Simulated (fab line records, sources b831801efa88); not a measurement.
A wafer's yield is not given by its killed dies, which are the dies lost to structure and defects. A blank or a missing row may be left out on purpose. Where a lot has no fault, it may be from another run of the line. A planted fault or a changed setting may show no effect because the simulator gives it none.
The same fault as seen by 2 desks | flow sky130 | what lay behind the numbers comes last; until then each desk has only its own

## THE METROLOGY DESK
Means of the sampled wafers that have a number, per lot and without regard to the tool the lot ran on: this is what the gauges read. The brackets show how far a lot's mean lies from the usual mean; more than 4 standard deviations puts the lot out of limits, marked OUT.
Columns: A = POLY_GATE_OXIDATION_THK at SKY_POLY_GATE_THK_MEAS_21, usual 3.99 nm; B = cd nm at SKY_POLY_GATE_CD_MEAS_22, usual 150.3 nm; C = LDD_N_OVL at SKY_LDD_N_OVL_MEAS_07, usual -1.1 nm
lot  | first seen here | A    | B     | C
L937 | day 17 14:45    | 4.04 | 150.7 | 0.4
L938 | day 18 05:04    | 4.06 | 149.5 | -1.8
L943 | day 19 09:26    | 4.07 | 145.6 | -1.0
L952 | day 22 19:31    | 3.88 | 148.0 | -2.4
L954 | day 23 03:16    | 3.88 | 150.0 | -0.8
L955 | day 23 14:04    | 4.14 | 151.8 | 0.1
Finding of this desk: none of the 6 lots has anything out of limits.

## DESK OF THE TOOL OWNER: implanter-04
SKY_LDD_N_IMPLANT_10, tool's own readings: per-lot mean of the sampled wafers with a number, covering each lot this tool ran. The brackets show how far a lot's mean lies from the usual mean; more than 4 standard deviations puts the lot out of limits, marked OUT.
Columns: A = dose ions cm2 at SKY_LDD_N_IMPLANT_10, usual 7.499e+13; B = faraday current uA at SKY_LDD_N_IMPLANT_10, usual 424
lot  | first seen here | A                   | B
L937 | day 18 21:24    | 7.504e+13           | 427
L952 | day 24 01:49    | 6.823e+13 (-86) OUT | 384 (-4.6) OUT
L954 | day 24 09:49    | 6.827e+13 (-85) OUT | 377 (-5.4) OUT
This desk finds L952, L954 out of limits, L952 being first, at day 24 01:49 (dose ions cm2 at SKY_LDD_N_IMPLANT_10). Within limits: L937.

## TAKEN TOGETHER
The tool owner's desk had the chance to raise an alarm at day 24 01:49 on L952, L954.
The metrology desk saw nothing out of limits.
The metrology desk has L952, L954 on record, within its limits.
SKY_LDD_N_IMPLANT_10 was run on implanter-04 by each of the lots named.

## WHAT THE SIMULATOR HAD INSERTED
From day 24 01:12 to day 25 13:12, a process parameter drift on implanter-04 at SKY_LDD_N_IMPLANT_10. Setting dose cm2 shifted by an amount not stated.
Lots struck among those shown: L952, L954.
Each desk's first reading out of limits, in hours after the fault started: the tool owner's desk, 1.
